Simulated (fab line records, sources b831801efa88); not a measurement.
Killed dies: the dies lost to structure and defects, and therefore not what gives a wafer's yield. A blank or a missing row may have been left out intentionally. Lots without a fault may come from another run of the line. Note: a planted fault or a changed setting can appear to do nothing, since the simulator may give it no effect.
fab line records	flow sky130
record lots=6	wafers=18	lastDay=51
route steps=708 shown SONOS_TUNNEL@156 SONOS_ONO@168 PAD_OPEN@708
lots with no fault: from the same line, run without faults
startH: the number of hours between the record's first day and the start of the first shown wafer of the lot	waitH: hours since the lot's step before	" identical to the entry in the row above	L1.1+2: one row covering several wafers at once	- no value, or no start given	* or withheld: withheld	< > ~ a bound
route shown NAME@n: names a module that has steps shown in the file, with the first one's number in the route	usual: mean/standard deviation of fault-free wafers	same: alike in all rows	chamber/n: place in a boat	sites: readings site by site	_std_site: their standard deviation	_edge_site: mean of outer sites minus mean of inner sites	radiusMm: for every site, how far away it sits from the centre of the wafer	mask NAME#n: copy n	behind: the tool/chamber that last shaped the wafer	hold: the reason the lot was held/the length of the hold in hours/how it ended	device: names the non-switching transistor (n, p or np)	end of line: tests run on the same wafers once the route is complete	step lacking rows: just its recipe	killed: dies that structure and defects cost at the first sort, which is not the same as the wafer's yield	map: the dies of a wafer, with x for killed, . for not killed, _ for no die there
set.NAME: the setting that was run; set.NAME@STEP: the one run at that earlier step	model.NAME: the simulator's own value behind a step, which no gauge read
a table for each step, a row for each wafer; lots at some steps of the route
services: the hour from which a tool's chamber was out of use, counted from the record's first day as startH (under 0 if before that day), plus the number of hours and why
## steps
# step SKY_SONOS_TUNNEL_COAT_02
# recipe resist=NOVOLAK	spinRpm=3000	resistThkNm=1140
# step SKY_SONOS_TUNNEL_SOFTBAKE_03
# recipe tempC=90	timeS=60	resist=NOVOLAK
# step SKY_SONOS_TUNNEL_EXPOSE_04
# recipe maskId=TUNM	na=0.6	sourceShape=conventional	sigmaOuter=0.6	polarization=unpolarized	targetCdNm=410	doseMj=136
# step SKY_SONOS_TUNNEL_PEB_05
# recipe tempC=withheld	timeS=*	resist=NOVOLAK
# step SKY_SONOS_TUNNEL_DEVELOP_06
# recipe resist=NOVOLAK	developer=TMAH	developTimeS=60	devTempC=23
# step SKY_SONOS_TUNNEL_CD_MEAS_07
# recipe targetCdNm=410
# usual cdNm=409.2/2.4
lot.wafer	tool	chamber	startH	waitH	cdNm
L825.3	cdSem-01	-	257.62	0.1	405.6
L825.5	"	-	"	"	405.2
L825.6	"	-	"	"	403.7
L832.1	cdSem-01	-	321.84	0.1	408.8
L832.5	"	-	"	"	409.8
L832.6	"	-	"	"	410.2
L839.2	cdSem-02	-	371.91	0.1	408.1
L839.3	"	-	"	"	409.8
L839.6	"	-	"	"	410.2
L840.2	cdSem-02	-	380.70	0.1	410.8
L840.3	"	-	"	"	411.1
L840.4	"	-	"	"	412.4
L841.1	cdSem-02	-	384.93	0.1	410.2
L841.2	"	-	"	"	408.8
L841.3	"	-	"	"	409.5
L846.1	cdSem-01	-	424.78	0.1	411.5
L846.3	"	-	"	"	410.1
L846.6	"	-	"	"	413.5
# step SKY_SONOS_TUNNEL_OVL_MEAS_08
# usual SONOS_TUNNEL_OVL=-0.4/1.4
lot.wafer	tool	chamber	startH	waitH	SONOS_TUNNEL_OVL[nm]
L825.3	overlay-01	-	257.71	0.1	-0.7
L825.5	"	-	"	"	-0.8
L825.6	"	-	"	"	-1.4
L832.1	overlay-01	-	321.96	0.1	0.1
L832.5	"	-	"	"	-0.3
L832.6	"	-	"	"	0.7
L839.2	overlay-01	-	372.01	0.1	-1.3
L839.3	"	-	"	"	-1.0
L839.6	"	-	"	"	0.4
L840.2	overlay-01	-	380.81	0.1	0.2
L840.3	"	-	"	"	-1.8
L840.4	"	-	"	"	-1.4
L841.1	overlay-01	-	385.05	0.1	-1.0
L841.2	"	-	"	"	-1.3
L841.3	"	-	"	"	-0.9
L846.1	overlay-01	-	424.90	0.1	2.6
L846.3	"	-	"	"	2.9
L846.6	"	-	"	"	2.7
# step SKY_SONOS_TUNNEL_IMPLANT_09
# recipe species=B	energyKev=20	doseCm2=1e+12	tiltDeg=withheld
# step SKY_SONOS_TUNNEL_WET_ETCH_10
# recipe chemistry=dHF	targetDepthNm=14	target=SiO2	dilution=100:1	tempC=25	timeS=280
# step SKY_SONOS_TUNNEL_STRIP_11
# recipe chemistry=SPM	timeS=600	tempC=130
# step SKY_SONOS_TUNNEL_TW_MEAS_12
# usual SONOS_TUNNEL_TW=196.2/2.2
lot.wafer	tool	chamber	startH	waitH	SONOS_TUNNEL_TW
L825.3	filmMetro-03	-	258.27	0.0	193.8
L825.5	"	-	"	"	193.1
L825.6	"	-	"	"	193.6
L832.1	filmMetro-03	-	322.40	0.0	194.1
L832.5	"	-	"	"	194.6
L832.6	"	-	"	"	193.9
L839.2	filmMetro-03	-	372.49	0.0	194.4
L839.3	"	-	"	"	195.1
L839.6	"	-	"	"	194.2
L840.2	filmMetro-01	-	381.26	0.0	199.6
L840.3	"	-	"	"	198.3
L840.4	"	-	"	"	199.0
L841.1	filmMetro-03	-	385.50	0.0	193.8
L841.2	"	-	"	"	193.7
L841.3	"	-	"	"	193.7
L846.1	filmMetro-03	-	425.45	0.0	194.2
L846.3	"	-	"	"	193.9
L846.6	"	-	"	"	192.2
# step SKY_SONOS_TUNNEL_CLEAN_13
# recipe chemistry=dHF	timeS=20	dilution=100:1	dry=ipaMarangoni
# step SKY_SONOS_ONO_OXIDATION_00
# recipe tempC=800	ambient=O2	idleTempC=700	rampUpCPerMin=10	rampDownCPerMin=3	stabiliseS=600	purgeS=300	targetThkA=26	oxTimeS=1249
# usual spikeTcLowerC=800.4/1	zonePowerBottomPct=19.5/0.42
# same stabiliseS=600
lot.wafer	tool	chamber	startH	waitH	spikeTcLowerC	zonePowerBottomPct	model.SiO2_of_SONOS_ONO_OXIDATION_00.thkNm
L825.3	furnace-01	0	261.63	3.3	799.0	19.9	2.666
L825.5	"	0	"	"	799.4	19.9	2.644
L825.6	"	0	"	"	798.7	19.7	2.636
L832.1	furnace-02	0	322.48	0.0	800.8	19.3	2.631
L832.5	"	0	"	"	800.3	18.6	2.634
L832.6	"	0	"	"	800.3	19.3	2.651
L839.2	furnace-01	0	374.28	1.7	799.4	19.7	2.548
L839.3	"	0	"	"	799.9	20.2	2.599
L839.6	"	0	"	"	800.6	20.0	2.548
L840.2	furnace-02	0	386.30	5.0	801.9	19.0	2.943
L840.3	"	0	"	"	799.1	19.3	2.971
L840.4	"	0	"	"	801.5	18.9	2.97
L841.1	furnace-02	0	386.30	0.7	801.1	19.2	2.896
L841.2	"	0	"	"	800.7	18.9	2.926
L841.3	"	0	"	"	801.0	19.2	2.903
L846.1	furnace-01	0	426.63	1.1	801.0	19.8	2.613
L846.3	"	0	"	"	800.2	20.0	2.562
L846.6	"	0	"	"	801.4	20.1	2.598
# step SKY_SONOS_ONO_THK_MEAS_01
# recipe reads=SiO2_of_SONOS_ONO_OXIDATION_00
# usual SONOS_ONO_OXIDATION_THK=2.61/0.057
lot.wafer	tool	chamber	startH	waitH	SONOS_ONO_OXIDATION_THK[nm]
L825.3	filmMetro-01	-	262.99	0.0	2.64
L825.5	"	-	"	"	2.64
L825.6	"	-	"	"	2.63
L832.1	filmMetro-02	-	323.82	0.0	2.64
L832.5	"	-	"	"	2.62
L832.6	"	-	"	"	2.67
L839.2	filmMetro-01	-	375.63	0.0	2.48
L839.3	"	-	"	"	2.64
L839.6	"	-	"	"	2.54
L841.1	filmMetro-02	-	387.64	0.0	2.84
L841.2	"	-	"	"	2.92
L841.3	"	-	"	"	2.98
L840.2	filmMetro-04	-	387.65	0.0	2.93
L840.3	"	-	"	"	3.00
L840.4	"	-	"	"	2.93
L846.1	filmMetro-04	-	427.98	0.0	2.60
L846.3	"	-	"	"	2.60
L846.6	"	-	"	"	2.63
# step SKY_SONOS_ONO_CVD_02
# recipe material=Si3N4	precursor=DCS/NH3	targetThkNm=10.5	tempC=770	timeS=180	pressureMtorr=250
# step SKY_PAD_OPEN_PROBE_99
# usual killed_at_M0_to_M3=42/7.3	killed_at_M4_up=3.4/2	killedAtContacts=24/5.6	killedAtFrontEnd=16/4.5	killedDies=86/9.8	killedOpen=46/7	killedShort=40/6.7
# same grossDies=492	killedAtBackSide=0	killedAtOther=0
lot.wafer	tool	chamber	startH	waitH	killed_at_M0_to_M3	killed_at_M4_up	killedAtContacts	killedAtFrontEnd	killedDies	killedOpen	killedShort	model.etest.sonosErased.driveUaUm	model.etest.capOno.gateLog10ACm2	model.etest.capOno.toxAccNm	model.etest.sonosErased.vtV	model.etest.sonosBaked.vtLessV	model.etest.sonosProgrammed.vtV
L825.3	prober-01	-	1100.05	0.2	34	1	20	14	69	44	24	175.5	-7.822	12.85	-2.276	-0.4443	1.485
L825.5	prober-01	-	1100.15	0.2	49	5	23	10	87	45	41	181.5	-8.005	12.9	-2.262	-0.5448	1.52
L825.6	prober-01	-	1100.20	0.2	42	5	17	11	75	44	31	170.1	-8.005	12.89	-2.262	-0.5008	1.483
L832.1	prober-01	-	1125.03	0.1	44	4	19	18	85	40	44	162.7	-8.056	12.97	-2.213	-0.4703	1.445
L832.5	prober-01	-	1125.23	0.2	49	4	18	20	91	47	44	184.1	-8.041	12.99	-2.232	-0.5477	1.454
L832.6	prober-01	-	1125.28	0.2	46	1	21	12	80	49	31	194.1	-7.937	12.86	-2.284	-0.547	1.515
L839.2	prober-01	-	1210.91	0.1	42	4	21	16	83	48	34	204.8	-7.85	12.79	-2.336	-0.5604	1.54
L839.3	prober-01	-	1210.96	0.2	39	2	23	15	79	45	34	191.3	-7.819	12.8	-2.315	-0.5082	1.487
L839.6	prober-01	-	1211.11	0.2	36	3	15	19	73	41	32	170	-7.597	12.61	-2.344	-0.5811	1.603
L841.1	prober-01	-	1213.86	0.1	43	4	21	9	77	46	31	199.3	-8.153	13.06	-2.133	-0.4342	1.472
L841.2	prober-01	-	1213.91	0.1	34	2	30	15	81	50	31	164.3	-8.001	12.91	-2.103	-0.4714	1.526
L841.3	prober-01	-	1213.96	0.2	46	4	29	18	97	49	48	181	-7.926	12.89	-2.156	-0.4474	1.536
L840.2	prober-02	-	1214.56	0.1	38	1	27	11	77	44	33	176.1	-8.132	13.06	-2.067	-0.3837	1.382
L840.3	prober-02	-	1214.61	0.2	35	8	44	16	103	51	52	160.5	-8.376	13.21	-1.971	-0.4229	1.382
L840.4	prober-02	-	1214.66	0.2	35	7	40	11	93	46	47	127.6	-8.305	13.15	-1.927	-0.3847	1.344
L846.1	prober-01	-	1217.24	0.1	43	1	18	12	74	41	33	149.6	-8.056	13.02	-2.208	-0.5017	1.441
L846.3	prober-01	-	1217.34	0.2	46	3	22	7	78	39	39	184.1	-7.895	12.88	-2.3	-0.5093	1.471
L846.6	prober-01	-	1217.49	0.2	46	4	24	12	86	46	39	197	-7.919	12.9	-2.298	-0.5446	1.498
# killed by level:class
L825.3 VIA1:geometricParticle:open=9 LI_CONTACT:geometricParticle:open=6 LOCAL_INTERCONNECT:geometricParticle:short=6 POLY_GATE:geometricParticle:open=5 VIA3:geometricParticle:open=5 METAL1:geometricParticle:short=4 CONTACT:geometricParticle:open=4 METAL1:geometricParticle:open=4
L825.5 VIA1:geometricParticle:open=12 LI_CONTACT:geometricParticle:open=9 VIA3:geometricParticle:open=9 CONTACT:geometricParticle:open=5 METAL1:geometricParticle:short=5 METAL2:geometricParticle:short=4 VIA2:geometricParticle:short=4 VIA3:geometricParticle:short=4
L825.6 VIA3:geometricParticle:open=9 VIA1:geometricParticle:open=8 VIA1:geometricParticle:short=5 POLY_GATE:geometricParticle:short=4 LI_CONTACT:geometricParticle:open=4 CONTACT:geometricParticle:open=4 METAL2:geometricParticle:open=4 VIA2:geometricParticle:open=4
L832.1 METAL1:geometricParticle:short=7 VIA1:geometricParticle:open=7 LI_CONTACT:geometricParticle:open=6 VIA3:geometricParticle:open=6 FIELD_ISO:geometricParticle:short=5 CONTACT:geometricParticle:short=5 VIA1:geometricParticle:short=5 POLY_GATE:geometricParticle:open=4
L832.5 VIA2:geometricParticle:open=11 CONTACT:geometricParticle:open=10 FIELD_ISO:geometricParticle:open=8 VIA1:geometricParticle:open=8 FIELD_ISO:geometricParticle:short=7 METAL2:geometricParticle:short=7 METAL1:geometricParticle:short=5 VIA2:geometricParticle:short=5
L832.6 VIA2:geometricParticle:open=11 VIA3:geometricParticle:open=10 CONTACT:geometricParticle:open=7 LI_CONTACT:geometricParticle:open=6 METAL1:geometricParticle:short=6 VIA1:geometricParticle:open=5 FIELD_ISO:geometricParticle:open=4 METAL2:geometricParticle:short=4
L839.2 VIA2:geometricParticle:open=14 CONTACT:geometricParticle:open=9 METAL2:geometricParticle:short=8 VIA1:geometricParticle:open=7 POLY_GATE:geometricParticle:open=6 LI_CONTACT:geometricParticle:open=4 CONTACT:geometricParticle:short=4 METAL1:geometricParticle:short=4
L839.3 VIA1:geometricParticle:open=9 FIELD_ISO:geometricParticle:short=7 LI_CONTACT:geometricParticle:open=7 CONTACT:geometricParticle:open=7 VIA3:geometricParticle:open=7 VIA2:geometricParticle:open=6 LOCAL_INTERCONNECT:geometricParticle:short=5 POLY_GATE:geometricParticle:open=4
L839.6 VIA2:geometricParticle:open=10 METAL2:geometricParticle:short=7 CONTACT:geometricParticle:open=7 FIELD_ISO:geometricParticle:open=6 POLY_GATE:geometricParticle:open=4 VIA1:geometricParticle:open=4 VIA1:geometricParticle:short=4 FIELD_ISO:geometricParticle:short=3
L841.1 VIA2:geometricParticle:open=11 VIA1:geometricParticle:open=10 CONTACT:geometricParticle:open=9 FIELD_ISO:geometricParticle:short=4 VIA3:geometricParticle:open=4 METAL1:geometricParticle:short=4 LI_CONTACT:geometricParticle:short=3 LI_CONTACT:geometricParticle:open=3
L841.2 CONTACT:geometricParticle:open=12 POLY_GATE:geometricParticle:open=7 LI_CONTACT:geometricParticle:open=7 METAL2:geometricParticle:short=7 VIA2:geometricParticle:open=7 CONTACT:geometricParticle:short=5 VIA1:geometricParticle:open=5 METAL1:geometricParticle:short=4
L841.3 LI_CONTACT:geometricParticle:open=10 METAL2:geometricParticle:short=9 CONTACT:geometricParticle:open=9 VIA1:geometricParticle:open=7 POLY_GATE:geometricParticle:short=6 METAL1:geometricParticle:short=6 LOCAL_INTERCONNECT:geometricParticle:short=5 VIA3:geometricParticle:open=5
L840.2 VIA1:geometricParticle:open=9 LI_CONTACT:geometricParticle:open=7 LOCAL_INTERCONNECT:geometricParticle:short=7 CONTACT:geometricParticle:open=6 VIA2:geometricParticle:open=5 METAL2:geometricParticle:short=5 VIA3:geometricParticle:open=5 FIELD_ISO:geometricParticle:open=4
L840.3 LI_CONTACT:geometricParticle:open=14 CONTACT:geometricParticle:open=11 CONTACT:geometricParticle:short=10 METAL2:geometricParticle:short=8 VIA1:geometricParticle:open=7 POLY_GATE:geometricParticle:short=6 METAL4:geometricParticle:short=6 VIA3:geometricParticle:open=6
L840.4 CONTACT:geometricParticle:open=16 LI_CONTACT:geometricParticle:open=13 METAL1:geometricParticle:short=9 METAL4:geometricParticle:short=6 CONTACT:geometricParticle:short=5 VIA1:geometricParticle:open=5 LOCAL_INTERCONNECT:geometricParticle:short=4 METAL2:geometricParticle:short=4
L846.1 VIA3:geometricParticle:open=7 CONTACT:geometricParticle:open=7 METAL2:geometricParticle:short=7 VIA2:geometricParticle:open=7 VIA1:geometricParticle:open=5 METAL1:geometricParticle:short=4 METAL1:geometricParticle:open=4 VIA2:geometricParticle:short=4
L846.3 VIA2:geometricParticle:open=10 LI_CONTACT:geometricParticle:open=8 CONTACT:geometricParticle:open=8 METAL2:geometricParticle:short=8 VIA1:geometricParticle:open=6 VIA2:geometricParticle:short=5 METAL1:geometricParticle:short=4 VIA3:geometricParticle:open=4
L846.6 VIA1:geometricParticle:open=9 METAL1:geometricParticle:short=8 CONTACT:geometricParticle:open=7 VIA2:geometricParticle:open=7 LI_CONTACT:geometricParticle:open=6 VIA2:geometricParticle:short=6 VIA3:geometricParticle:open=5 LOCAL_INTERCONNECT:geometricParticle:short=4
## services
tool	chamber	startH	hours	kind
furnace-01	-	247.87	4.9	pm
furnace-01	-	254.28	3.4	pm
furnace-02	-	259.15	3.6	pm
furnace-02	-	372.00	3.4	pm
furnace-01	-	376.67	14.3	repair
furnace-02	-	423.60	3.6	pm
## key
firstSign step=SKY_SONOS_ONO_THK_MEAS_01	reading=SONOS_ONO_OXIDATION_THK	direction=up	sigmas=5.7	usual=2.61	struck=2.93
effect none on later readings
modelEffect step=SKY_SONOS_ONO_OXIDATION_00	value=SiO2_of_SONOS_ONO_OXIDATION_00.thkNm	without=2.554	struck=2.935
modelEffect step=SKY_PAD_OPEN_PROBE_99	value=etest.sonosErased.driveUaUm	without=203.7	struck=168.1
metAt SKY_SONOS_ONO_OXIDATION_00
struckWafers L840.2,L840.3,L840.4,L841.1,L841.2,L841.3
testerLeftOut L840,L841
onsetBetween 322.48 386.30
fault kind=processParameterDrift	tool=furnace-02	chamber=-	onsetH=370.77	steps=SKY_SONOS_ONO_OXIDATION_00	channel=oxTimeS	offset=*	shape=step	endH=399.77	actsIn=*	stated=*
# testerLeftOut: of these lots the tester's yield and bins aren't shown, on N5 and GAA mostly nor the transistor test; their killed dies are dies lost to structure and defects alone, not to doping, threshold or leakage, so they don't give the yield
